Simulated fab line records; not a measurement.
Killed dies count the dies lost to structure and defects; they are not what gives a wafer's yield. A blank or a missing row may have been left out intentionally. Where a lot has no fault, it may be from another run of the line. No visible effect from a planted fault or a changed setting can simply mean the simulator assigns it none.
Matching of chambers	flow sky130	SKY_FIELD_ISO_CMP_27 on cmp-01 has 4 sister chambers
The step polishes, stops on Si3N4, t overpolish 16 s, target thk 457.8 nm. 4 wafers are shown with their chamber, then 7 later ones without.

== WAFERS PAIRED WITH THEIR CHAMBERS ==
wafer	chamber	motor-current-A (A)
L243.6	3	14.5
L244.5	2	12.0
L247.1	0	12.9
L247.3	1	12.6

== WAFERS MISSING THEIR CHAMBER ==
wafer	motor-current-A (A)
L247.6	12.2
L249.3	12.3
L249.5	12.7
L249.6	12.3
L251.1	12.1
L251.3	12.4
L251.5	12.9

== EACH ONE'S CHAMBER ==
wafer	from the rows above	in truth
L247.6	can't be placed: 2 or 1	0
L249.3	can't be placed: 1 or 2 or 0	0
L249.5	can't be placed: 1 or 0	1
L249.6	can't be placed: 1 or 2 or 0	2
L251.1	2	2
L251.3	can't be placed: 1 or 2 or 0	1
L251.5	can't be placed: 0 or 1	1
Correct placement for 1 of the 7. From these rows, 6 cannot be placed; in 5 the true chamber is one of the candidates. Number placed wrongly: 0.
How it was worked out, from the rows above alone: a wafer's distance from a chamber is the root of the sum, over the readings, of the square of ((its reading less the chamber's mean) divided by the reading's scatter). If the next closest chamber is less than 2 further off than the closest, the wafer can't be placed; otherwise it belongs to the closest. For every chamber, the mean is computed from those of its wafers that are shown. The scatter: root of mean squared gap, hidden wafer to nearest shown wafer, with one shown wafer a chamber.
